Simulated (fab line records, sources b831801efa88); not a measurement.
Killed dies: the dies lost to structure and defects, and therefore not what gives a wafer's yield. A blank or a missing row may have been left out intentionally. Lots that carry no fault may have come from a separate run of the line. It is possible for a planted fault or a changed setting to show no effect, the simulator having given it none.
fab line records :: flow sfqLine
record
  lots=6
  wafers=18
  lastDay=96
route steps=325 shown I4@168 JJ@178
lots that met no fault: taken from a fault-free run of the same line
startH: start of the lot's first displayed wafer, in hours after the record's first day :: waitH: how many hours have passed since the lot's step before this one :: " the same as in the row above :: L1.1+2: several wafers, shown together as one row :: - either no value or no given start :: * or withheld: withheld :: < > ~ a bound
route shown NAME@n: names a module that has steps shown in the file, with the first one's number in the route :: usual: average and standard deviation across the fault-free wafers :: same: alike in all rows :: chamber/n: place in a boat :: sites: per-site readings :: _std_site: the standard deviation of these :: _edge_site: mean of outer sites minus mean of inner sites :: radiusMm: for every site, how far away it sits from the centre of the wafer :: mask NAME#n: copy n :: behind: the tool/chamber that last shaped the wafer :: hold: cause of the lot's hold/its duration in hours/its outcome :: device: names the non-switching transistor (n, p or np) :: end of line: the route-end tests of the same wafers :: a step given without rows: its recipe and nothing more :: killed: dies lost to structure and defects at the first sort, not the wafer's yield :: map: a wafer's dies, x killed, . not, _ none there
set.NAME: the setting that was run; set.NAME@STEP: the one run at that earlier step :: model.NAME: the simulator's own value behind a step, which no gauge read
lots at selected steps of the route; one table per step, one row per wafer
services: a tool's chamber out of use, with start hour (startH, from the record's first day; less than 0 if before it), hours out, and reason
## steps
# step SFQ_TRILAYER_I4_VIA_LITHO_COAT_103
# recipe
  resist=KrF
  spinRpm=3000
  resistThkNm=650
# step SFQ_TRILAYER_I4_VIA_LITHO_SOFTBAKE_107
# recipe
  tempC=withheld
  timeS=withheld
  resist=KrF
# step SFQ_TRILAYER_I4_VIA_LITHO_EXPOSE_104
# recipe
  maskId=I4
  na=0.6
  sourceShape=conventional
  sigmaOuter=0.65
  targetCdNm=700
  doseMj=21.3
# step SFQ_TRILAYER_I4_VIA_LITHO_PEB_106
# recipe
  pebTempC=115
  pebTimeS=60
  resist=KrF
# step SFQ_TRILAYER_I4_VIA_LITHO_DEVELOP_105
# recipe
  timeS=60
  resist=KrF
# step SFQ_I4_OVL_MEAS_928
# usual
  I4_OVL=3/4.5
lot.wafer: L900.2
tool: overlay-02
chamber: -
startH: 1433.58
waitH: 0.1
I4_OVL[nm]: 5

lot.wafer: L900.3
tool: overlay-02
chamber: -
startH: 1433.58
waitH: 0.1
I4_OVL[nm]: -4

lot.wafer: L900.4
tool: overlay-02
chamber: -
startH: 1433.58
waitH: 0.1
I4_OVL[nm]: 6

lot.wafer: L909.1
tool: overlay-02
chamber: -
startH: 1513.33
waitH: 0.1
I4_OVL[nm]: 1

lot.wafer: L909.2
tool: overlay-02
chamber: -
startH: 1513.33
waitH: 0.1
I4_OVL[nm]: 2

lot.wafer: L909.6
tool: overlay-02
chamber: -
startH: 1513.33
waitH: 0.1
I4_OVL[nm]: 1

lot.wafer: L910.3
tool: overlay-02
chamber: -
startH: 1515.75
waitH: 0.1
I4_OVL[nm]: 1

lot.wafer: L910.5
tool: overlay-02
chamber: -
startH: 1515.75
waitH: 0.1
I4_OVL[nm]: -5

lot.wafer: L910.6
tool: overlay-02
chamber: -
startH: 1515.75
waitH: 0.1
I4_OVL[nm]: 1

lot.wafer: L911.1
tool: overlay-01
chamber: -
startH: 1521.73
waitH: 0.1
I4_OVL[nm]: -1

lot.wafer: L911.2
tool: overlay-01
chamber: -
startH: 1521.73
waitH: 0.1
I4_OVL[nm]: 7

lot.wafer: L911.6
tool: overlay-01
chamber: -
startH: 1521.73
waitH: 0.1
I4_OVL[nm]: 5

lot.wafer: L915.1
tool: overlay-02
chamber: -
startH: 1578.58
waitH: 0.1
I4_OVL[nm]: 4

lot.wafer: L915.2
tool: overlay-02
chamber: -
startH: 1578.58
waitH: 0.1
I4_OVL[nm]: 7

lot.wafer: L915.6
tool: overlay-02
chamber: -
startH: 1578.58
waitH: 0.1
I4_OVL[nm]: 7

lot.wafer: L918.1
tool: overlay-02
chamber: -
startH: 1582.18
waitH: 0.1
I4_OVL[nm]: 8

lot.wafer: L918.2
tool: overlay-02
chamber: -
startH: 1582.18
waitH: 0.1
I4_OVL[nm]: 1

lot.wafer: L918.6
tool: overlay-02
chamber: -
startH: 1582.18
waitH: 0.1
I4_OVL[nm]: 3
# step SFQ_TRILAYER_I4_VIA_BARC_OPEN_VIA_ETCH_146
# recipe
  maskMaterial=PR
  chemistry=O2
  targetDepthNm=125
  target=BARC
  sourceW=500
  biasW=80
  pressureMtorr=30
  timeS=41.7
# usual
  biasW=80.01/0.23
  drypumpMotorCurrentA=5.8/0.58
  oesProductAu=0.685/0.0047
lot.wafer: L900.2
tool: rieDiel-03
chamber: 1
startH: 1433.61
waitH: 0.0
biasW: 80.04
drypumpMotorCurrentA: 6.3
oesProductAu: 0.678
rfHoursCounterH: 5

lot.wafer: L900.3
tool: rieDiel-03
chamber: 2
startH: 1433.61
waitH: 0.0
biasW: 79.82
drypumpMotorCurrentA: 6.4
oesProductAu: 0.684
rfHoursCounterH: 17

lot.wafer: L900.4
tool: rieDiel-03
chamber: 0
startH: 1433.61
waitH: 0.0
biasW: 79.75
drypumpMotorCurrentA: 5.7
oesProductAu: 0.682
rfHoursCounterH: 6

lot.wafer: L909.1
tool: rieDiel-01
chamber: 3
startH: 1513.37
waitH: 0.0
biasW: 80.06
drypumpMotorCurrentA: 5.8
oesProductAu: 0.686
rfHoursCounterH: 15

lot.wafer: L909.2
tool: rieDiel-01
chamber: 0
startH: 1513.37
waitH: 0.0
biasW: 79.99
drypumpMotorCurrentA: 6.3
oesProductAu: 0.687
rfHoursCounterH: 5

lot.wafer: L909.6
tool: rieDiel-01
chamber: 2
startH: 1513.37
waitH: 0.0
biasW: 80.04
drypumpMotorCurrentA: 5.6
oesProductAu: 0.683
rfHoursCounterH: -

lot.wafer: L910.3
tool: rieDiel-03
chamber: 2
startH: 1515.77
waitH: 0.0
biasW: 79.86
drypumpMotorCurrentA: 6.4
oesProductAu: 0.685
rfHoursCounterH: 18

lot.wafer: L910.5
tool: rieDiel-03
chamber: 0
startH: 1515.77
waitH: 0.0
biasW: 79.90
drypumpMotorCurrentA: 5.6
oesProductAu: 0.684
rfHoursCounterH: -

lot.wafer: L910.6
tool: rieDiel-03
chamber: 1
startH: 1515.77
waitH: 0.0
biasW: 79.78
drypumpMotorCurrentA: 6.3
oesProductAu: 0.680
rfHoursCounterH: -

lot.wafer: L911.1
tool: rieDiel-03
chamber: 1
startH: 1521.77
waitH: 0.0
biasW: 80.24
drypumpMotorCurrentA: 6.3
oesProductAu: 0.686
rfHoursCounterH: 7

lot.wafer: L911.2
tool: rieDiel-03
chamber: 3
startH: 1521.77
waitH: 0.0
biasW: 80.40
drypumpMotorCurrentA: 4.8
oesProductAu: 0.686
rfHoursCounterH: 16

lot.wafer: L911.6
tool: rieDiel-03
chamber: 2
startH: 1521.77
waitH: 0.0
biasW: 79.86
drypumpMotorCurrentA: 6.4
oesProductAu: 0.680
rfHoursCounterH: -

lot.wafer: L915.1
tool: rieDiel-03
chamber: 2
startH: 1578.61
waitH: 0.0
biasW: 80.20
drypumpMotorCurrentA: 6.4
oesProductAu: 0.679
rfHoursCounterH: 0

lot.wafer: L915.2
tool: rieDiel-03
chamber: 0
startH: 1578.61
waitH: 0.0
biasW: 80.01
drypumpMotorCurrentA: 5.6
oesProductAu: 0.684
rfHoursCounterH: 9

lot.wafer: L915.6
tool: rieDiel-03
chamber: 1
startH: 1578.61
waitH: 0.0
biasW: 79.87
drypumpMotorCurrentA: 6.4
oesProductAu: 0.683
rfHoursCounterH: -

lot.wafer: L918.1
tool: rieDiel-03
chamber: 1
startH: 1582.21
waitH: 0.0
biasW: 80.20
drypumpMotorCurrentA: 6.3
oesProductAu: 0.687
rfHoursCounterH: 8

lot.wafer: L918.2
tool: rieDiel-03
chamber: 3
startH: 1582.21
waitH: 0.0
biasW: 79.76
drypumpMotorCurrentA: 4.8
oesProductAu: 0.686
rfHoursCounterH: 17

lot.wafer: L918.6
tool: rieDiel-03
chamber: 3
startH: 1582.21
waitH: 0.0
biasW: 79.70
drypumpMotorCurrentA: 4.8
oesProductAu: 0.688
rfHoursCounterH: -
# step SFQ_TRILAYER_I4_VIA_ETCH_VIA_ETCH_106
# recipe
  target=SiO2
  stopOn=Nb
  maskMaterial=PR
  taperDeg=20
  chemistry=CHF3
  targetDepthNm=260
  sourceW=507.1
  biasW=80
  pressureMtorr=30
  timeS=withheld
# usual
  biasW=80.01/0.25
  drypumpMotorCurrentA=5.8/0.57
  oesProductAu=0.855/0.0049
lot.wafer: L900.2
tool: rieDiel-03
chamber: 1
startH: 1433.65
waitH: 0.0
biasW: 79.67
drypumpMotorCurrentA: 6.3
oesProductAu: 0.860

lot.wafer: L900.3
tool: rieDiel-03
chamber: 2
startH: 1433.65
waitH: 0.0
biasW: 79.84
drypumpMotorCurrentA: 6.4
oesProductAu: 0.864

lot.wafer: L900.4
tool: rieDiel-03
chamber: 0
startH: 1433.65
waitH: 0.0
biasW: 80.00
drypumpMotorCurrentA: 5.7
oesProductAu: 0.851

lot.wafer: L909.1
tool: rieDiel-01
chamber: 3
startH: 1513.41
waitH: 0.0
biasW: 80.48
drypumpMotorCurrentA: 5.8
oesProductAu: 0.864

lot.wafer: L909.2
tool: rieDiel-01
chamber: 0
startH: 1513.41
waitH: 0.0
biasW: 80.34
drypumpMotorCurrentA: 6.3
oesProductAu: 0.846

lot.wafer: L909.6
tool: rieDiel-01
chamber: 2
startH: 1513.41
waitH: 0.0
biasW: 79.72
drypumpMotorCurrentA: 5.6
oesProductAu: 0.843

lot.wafer: L910.3
tool: rieDiel-03
chamber: 2
startH: 1515.81
waitH: 0.0
biasW: 80.02
drypumpMotorCurrentA: 6.4
oesProductAu: 0.858

lot.wafer: L910.5
tool: rieDiel-03
chamber: 0
startH: 1515.81
waitH: 0.0
biasW: 79.84
drypumpMotorCurrentA: 5.6
oesProductAu: 0.856

lot.wafer: L910.6
tool: rieDiel-03
chamber: 1
startH: 1515.81
waitH: 0.0
biasW: 80.15
drypumpMotorCurrentA: 6.4
oesProductAu: 0.856

lot.wafer: L911.1
tool: rieDiel-03
chamber: 1
startH: 1521.81
waitH: 0.0
biasW: 80.06
drypumpMotorCurrentA: 6.3
oesProductAu: 0.856

lot.wafer: L911.2
tool: rieDiel-03
chamber: 3
startH: 1521.81
waitH: 0.0
biasW: 80.10
drypumpMotorCurrentA: 4.8
oesProductAu: 0.852

lot.wafer: L911.6
tool: rieDiel-03
chamber: 2
startH: 1521.81
waitH: 0.0
biasW: 79.86
drypumpMotorCurrentA: 6.4
oesProductAu: 0.856

lot.wafer: L915.1
tool: rieDiel-03
chamber: 2
startH: 1578.65
waitH: 0.0
biasW: 79.86
drypumpMotorCurrentA: 6.4
oesProductAu: 0.860

lot.wafer: L915.2
tool: rieDiel-03
chamber: 0
startH: 1578.65
waitH: 0.0
biasW: 80.03
drypumpMotorCurrentA: 5.6
oesProductAu: 0.852

lot.wafer: L915.6
tool: rieDiel-03
chamber: 1
startH: 1578.65
waitH: 0.0
biasW: 79.54
drypumpMotorCurrentA: 6.3
oesProductAu: 0.863

lot.wafer: L918.1
tool: rieDiel-03
chamber: 1
startH: 1582.25
waitH: 0.0
biasW: 79.78
drypumpMotorCurrentA: 6.3
oesProductAu: 0.857

lot.wafer: L918.2
tool: rieDiel-03
chamber: 3
startH: 1582.25
waitH: 0.0
biasW: 80.01
drypumpMotorCurrentA: 4.8
oesProductAu: 0.862

lot.wafer: L918.6
tool: rieDiel-03
chamber: 3
startH: 1582.25
waitH: 0.0
biasW: 80.22
drypumpMotorCurrentA: 4.8
oesProductAu: 0.847
# step SFQ_TRILAYER_I4_VIA_STRIP_STRIP_107
# recipe
  gas=O2
  powerW=200
  platenTempC=40
  overashFraction=0.65
  chemistry=O2
  pressureMtorr=50
# usual
  drypumpMotorCurrentA=5.9/0.33
  heBacksideLeakSccm=3.6/0.44
  oesProductAu=1.001/0.007
# same
  overashFraction=0.65
lot.wafer: L900.2
tool: rieMetal-02
chamber: 0
startH: 1433.76
waitH: -
drypumpMotorCurrentA: 6.0
heBacksideLeakSccm: 3.7
oesProductAu: 1.009
rfHoursCounterH: 55

lot.wafer: L900.3
tool: rieMetal-02
chamber: 0
startH: 1433.76
waitH: -
drypumpMotorCurrentA: 6.0
heBacksideLeakSccm: 3.4
oesProductAu: 0.997
rfHoursCounterH: -

lot.wafer: L900.4
tool: rieMetal-02
chamber: 1
startH: 1433.76
waitH: -
drypumpMotorCurrentA: 6.3
heBacksideLeakSccm: 3.5
oesProductAu: 1.004
rfHoursCounterH: -

lot.wafer: L909.1
tool: rieMetal-02
chamber: 0
startH: 1513.52
waitH: -
drypumpMotorCurrentA: 6.0
heBacksideLeakSccm: 3.8
oesProductAu: 0.998
rfHoursCounterH: 68

lot.wafer: L909.2
tool: rieMetal-02
chamber: 1
startH: 1513.52
waitH: -
drypumpMotorCurrentA: 6.3
heBacksideLeakSccm: 3.6
oesProductAu: 1.011
rfHoursCounterH: 42

lot.wafer: L909.6
tool: rieMetal-02
chamber: 0
startH: 1513.52
waitH: -
drypumpMotorCurrentA: 6.0
heBacksideLeakSccm: 3.8
oesProductAu: 1.007
rfHoursCounterH: -

lot.wafer: L910.3
tool: rieMetal-04
chamber: 1
startH: 1516.12
waitH: -
drypumpMotorCurrentA: 6.2
heBacksideLeakSccm: 3.4
oesProductAu: 1.009
rfHoursCounterH: -

lot.wafer: L910.5
tool: rieMetal-04
chamber: 1
startH: 1516.12
waitH: -
drypumpMotorCurrentA: 6.2
heBacksideLeakSccm: 3.5
oesProductAu: 1.006
rfHoursCounterH: -

lot.wafer: L910.6
tool: rieMetal-04
chamber: 0
startH: 1516.12
waitH: -
drypumpMotorCurrentA: 5.6
heBacksideLeakSccm: 3.2
oesProductAu: 1.002
rfHoursCounterH: -

lot.wafer: L911.1
tool: rieMetal-02
chamber: 0
startH: 1521.92
waitH: -
drypumpMotorCurrentA: 6.1
heBacksideLeakSccm: 3.8
oesProductAu: 0.990
rfHoursCounterH: 69

lot.wafer: L911.2
tool: rieMetal-02
chamber: 1
startH: 1521.92
waitH: -
drypumpMotorCurrentA: 6.3
heBacksideLeakSccm: 3.6
oesProductAu: 1.005
rfHoursCounterH: 43

lot.wafer: L911.6
tool: rieMetal-02
chamber: 1
startH: 1521.92
waitH: -
drypumpMotorCurrentA: 6.3
heBacksideLeakSccm: 3.6
oesProductAu: 1.001
rfHoursCounterH: -

lot.wafer: L915.1
tool: rieMetal-04
chamber: 1
startH: 1578.77
waitH: -
drypumpMotorCurrentA: 6.2
heBacksideLeakSccm: 3.5
oesProductAu: 1.003
rfHoursCounterH: 24

lot.wafer: L915.2
tool: rieMetal-04
chamber: 0
startH: 1578.77
waitH: -
drypumpMotorCurrentA: 5.5
heBacksideLeakSccm: 3.1
oesProductAu: 1.005
rfHoursCounterH: 99

lot.wafer: L915.6
tool: rieMetal-04
chamber: 0
startH: 1578.77
waitH: -
drypumpMotorCurrentA: 5.5
heBacksideLeakSccm: 3.2
oesProductAu: 1.000
rfHoursCounterH: -

lot.wafer: L918.1
tool: rieMetal-01
chamber: 1
startH: 1582.37
waitH: -
drypumpMotorCurrentA: 5.4
heBacksideLeakSccm: 3.5
oesProductAu: 0.989
rfHoursCounterH: 42

lot.wafer: L918.2
tool: rieMetal-01
chamber: 0
startH: 1582.37
waitH: -
drypumpMotorCurrentA: 5.9
heBacksideLeakSccm: 3.5
oesProductAu: 1.001
rfHoursCounterH: 66

lot.wafer: L918.6
tool: rieMetal-01
chamber: 1
startH: 1582.37
waitH: -
drypumpMotorCurrentA: 5.4
heBacksideLeakSccm: 3.5
oesProductAu: 0.993
rfHoursCounterH: -
# step SFQ_TRILAYER_I4_VIA_STRIP_SOLV_CLEAN_108
# recipe
  chemistry=NMP
  tempC=70
  timeS=600
# step SFQ_TRILAYER_JJ_TRILAYER_DEP_PRE_CLEAN_113
# recipe
  gas=Ar
  timeS=22.5
  biasV=250
# step SFQ_TRILAYER_JJ_TRILAYER_DEP_SPUTTER_109
# recipe
  material=Nb
  basePressurePa=1.33e-06
  chamberPressurePa=0.1333
  substrateTempC=20
  targetThkNm=150
  powerW=2000
  timeS=100
# usual
  throttleValvePct=29.7/0.96
lot.wafer: L900.2
tool: pvdSputter-04
chamber: -
startH: 1434.56
waitH: 0.0
throttleValvePct: 28.9

lot.wafer: L900.3
tool: pvdSputter-04
chamber: -
startH: 1434.56
waitH: 0.0
throttleValvePct: 28.3

lot.wafer: L900.4
tool: pvdSputter-04
chamber: -
startH: 1434.56
waitH: 0.0
throttleValvePct: 29.4

lot.wafer: L909.1
tool: pvdSputter-03
chamber: -
startH: 1514.33
waitH: 0.0
throttleValvePct: 28.1

lot.wafer: L909.2
tool: pvdSputter-03
chamber: -
startH: 1514.33
waitH: 0.0
throttleValvePct: 31.0

lot.wafer: L909.6
tool: pvdSputter-03
chamber: -
startH: 1514.33
waitH: 0.0
throttleValvePct: 29.8

lot.wafer: L910.3
tool: pvdSputter-04
chamber: -
startH: 1516.73
waitH: 0.0
throttleValvePct: 30.3

lot.wafer: L910.5
tool: pvdSputter-04
chamber: -
startH: 1516.73
waitH: 0.0
throttleValvePct: 29.7

lot.wafer: L910.6
tool: pvdSputter-04
chamber: -
startH: 1516.73
waitH: 0.0
throttleValvePct: 28.2

lot.wafer: L911.1
tool: pvdSputter-04
chamber: -
startH: 1522.73
waitH: 0.0
throttleValvePct: 29.1

lot.wafer: L911.2
tool: pvdSputter-04
chamber: -
startH: 1522.73
waitH: 0.0
throttleValvePct: 28.6

lot.wafer: L911.6
tool: pvdSputter-04
chamber: -
startH: 1522.73
waitH: 0.0
throttleValvePct: 29.5

lot.wafer: L915.1
tool: pvdSputter-03
chamber: -
startH: 1579.57
waitH: 0.0
throttleValvePct: 31.1

lot.wafer: L915.2
tool: pvdSputter-03
chamber: -
startH: 1579.57
waitH: 0.0
throttleValvePct: 28.3

lot.wafer: L915.6
tool: pvdSputter-03
chamber: -
startH: 1579.57
waitH: 0.0
throttleValvePct: 28.4

lot.wafer: L918.1
tool: pvdSputter-03
chamber: -
startH: 1583.17
waitH: 0.0
throttleValvePct: 28.3

lot.wafer: L918.2
tool: pvdSputter-03
chamber: -
startH: 1583.17
waitH: 0.0
throttleValvePct: 30.8

lot.wafer: L918.6
tool: pvdSputter-03
chamber: -
startH: 1583.17
waitH: 0.0
throttleValvePct: 31.3
# step SFQ_TRILAYER_JJ_TRILAYER_DEP_SPUTTER_110
# recipe
  material=Al
  basePressurePa=1.33e-06
  targetThkNm=8
  powerW=500
  timeS=10
  chamberPressurePa=0.4
# usual
  throttleValvePct=29.7/0.93
lot.wafer: L900.2
tool: pvdSputter-04
chamber: -
startH: 1434.63
waitH: 0.0
throttleValvePct: 29.0
model.Al_of_TRILAYER_JJ_TRILAYER_DEP_SPUTTER_110.thkNm: 7.893

lot.wafer: L900.3
tool: pvdSputter-04
chamber: -
startH: 1434.63
waitH: 0.0
throttleValvePct: 28.1
model.Al_of_TRILAYER_JJ_TRILAYER_DEP_SPUTTER_110.thkNm: 7.832

lot.wafer: L900.4
tool: pvdSputter-04
chamber: -
startH: 1434.63
waitH: 0.0
throttleValvePct: 29.8
model.Al_of_TRILAYER_JJ_TRILAYER_DEP_SPUTTER_110.thkNm: 7.737

lot.wafer: L909.1
tool: pvdSputter-03
chamber: -
startH: 1514.40
waitH: 0.0
throttleValvePct: 28.3
model.Al_of_TRILAYER_JJ_TRILAYER_DEP_SPUTTER_110.thkNm: 7.687

lot.wafer: L909.2
tool: pvdSputter-03
chamber: -
startH: 1514.40
waitH: 0.0
throttleValvePct: 31.1
model.Al_of_TRILAYER_JJ_TRILAYER_DEP_SPUTTER_110.thkNm: 7.881

lot.wafer: L909.6
tool: pvdSputter-03
chamber: -
startH: 1514.40
waitH: 0.0
throttleValvePct: 30.0
model.Al_of_TRILAYER_JJ_TRILAYER_DEP_SPUTTER_110.thkNm: 7.776

lot.wafer: L910.3
tool: pvdSputter-04
chamber: -
startH: 1516.80
waitH: 0.0
throttleValvePct: 30.0
model.Al_of_TRILAYER_JJ_TRILAYER_DEP_SPUTTER_110.thkNm: 8.042

lot.wafer: L910.5
tool: pvdSputter-04
chamber: -
startH: 1516.80
waitH: 0.0
throttleValvePct: 29.3
model.Al_of_TRILAYER_JJ_TRILAYER_DEP_SPUTTER_110.thkNm: 9.542

lot.wafer: L910.6
tool: pvdSputter-04
chamber: -
startH: 1516.80
waitH: 0.0
throttleValvePct: 28.3
model.Al_of_TRILAYER_JJ_TRILAYER_DEP_SPUTTER_110.thkNm: 8.054

lot.wafer: L911.1
tool: pvdSputter-04
chamber: -
startH: 1522.80
waitH: 0.0
throttleValvePct: 29.2
model.Al_of_TRILAYER_JJ_TRILAYER_DEP_SPUTTER_110.thkNm: 8.228

lot.wafer: L911.2
tool: pvdSputter-04
chamber: -
startH: 1522.80
waitH: 0.0
throttleValvePct: 28.2
model.Al_of_TRILAYER_JJ_TRILAYER_DEP_SPUTTER_110.thkNm: 8.303

lot.wafer: L911.6
tool: pvdSputter-04
chamber: -
startH: 1522.80
waitH: 0.0
throttleValvePct: 29.6
model.Al_of_TRILAYER_JJ_TRILAYER_DEP_SPUTTER_110.thkNm: 9.736

lot.wafer: L915.1
tool: pvdSputter-03
chamber: -
startH: 1579.64
waitH: 0.0
throttleValvePct: 31.2
model.Al_of_TRILAYER_JJ_TRILAYER_DEP_SPUTTER_110.thkNm: 8.179

lot.wafer: L915.2
tool: pvdSputter-03
chamber: -
startH: 1579.64
waitH: 0.0
throttleValvePct: 28.4
model.Al_of_TRILAYER_JJ_TRILAYER_DEP_SPUTTER_110.thkNm: 8.132

lot.wafer: L915.6
tool: pvdSputter-03
chamber: -
startH: 1579.64
waitH: 0.0
throttleValvePct: 28.5
model.Al_of_TRILAYER_JJ_TRILAYER_DEP_SPUTTER_110.thkNm: 8.15

lot.wafer: L918.1
tool: pvdSputter-03
chamber: -
startH: 1583.24
waitH: 0.0
throttleValvePct: 28.4
model.Al_of_TRILAYER_JJ_TRILAYER_DEP_SPUTTER_110.thkNm: 8.044

lot.wafer: L918.2
tool: pvdSputter-03
chamber: -
startH: 1583.24
waitH: 0.0
throttleValvePct: 31.0
model.Al_of_TRILAYER_JJ_TRILAYER_DEP_SPUTTER_110.thkNm: 8.041

lot.wafer: L918.6
tool: pvdSputter-03
chamber: -
startH: 1583.24
waitH: 0.0
throttleValvePct: 30.9
model.Al_of_TRILAYER_JJ_TRILAYER_DEP_SPUTTER_110.thkNm: 8.023
# step SFQ_TRILAYER_JJ_TRILAYER_DEP_AL_OXIDATION_111
# recipe
  pressureMbar=0.014667
  oxidationTimeS=600
  temperatureK=293
## services
tool: rieDiel-01
chamber: -
startH: 1417.25
hours: 0.4
kind: repair

tool: rieMetal-01
chamber: -
startH: 1464.02
hours: 0.3
kind: repair

tool: rieDiel-03
chamber: 3
startH: 1469.49
hours: 1.9
kind: repair

tool: pvdSputter-03
chamber: -
startH: 1474.14
hours: 9.3
kind: repair

tool: rieMetal-02
chamber: 1
startH: 1501.62
hours: 9.2
kind: repair

tool: rieMetal-02
chamber: -
startH: 1530.57
hours: 2.8
kind: pm

tool: rieDiel-03
chamber: 2
startH: 1543.74
hours: -
kind: clean

tool: rieDiel-03
chamber: 2
startH: 1543.74
hours: 22.3
kind: scheduledDown

tool: rieDiel-03
chamber: 2
startH: 1543.74
hours: 22.3
kind: ventCycle

tool: pvdSputter-03
chamber: -
startH: 1564.09
hours: 4.0
kind: repair
## key
firstSign none at tools or gauges
modelEffect
  step=SFQ_TRILAYER_JJ_TRILAYER_DEP_SPUTTER_110
  value=Al_of_TRILAYER_JJ_TRILAYER_DEP_SPUTTER_110.thkNm
  without=8.059
  struck=9.639
metAt SFQ_TRILAYER_JJ_TRILAYER_DEP_SPUTTER_110
struckWafers L910.5,L911.6
onsetBetween 1434.63 1516.80
fault
  kind=processParameterDrift
  tool=pvdSputter-04
  chamber=-
  onsetH=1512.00
  steps=SFQ_TRILAYER_JJ_TRILAYER_DEP_SPUTTER_110
  channel=timeS
  offset=*
  shape=step
  endH=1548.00
  actsIn=*
  stated=*
  scope=struckWafersOnly
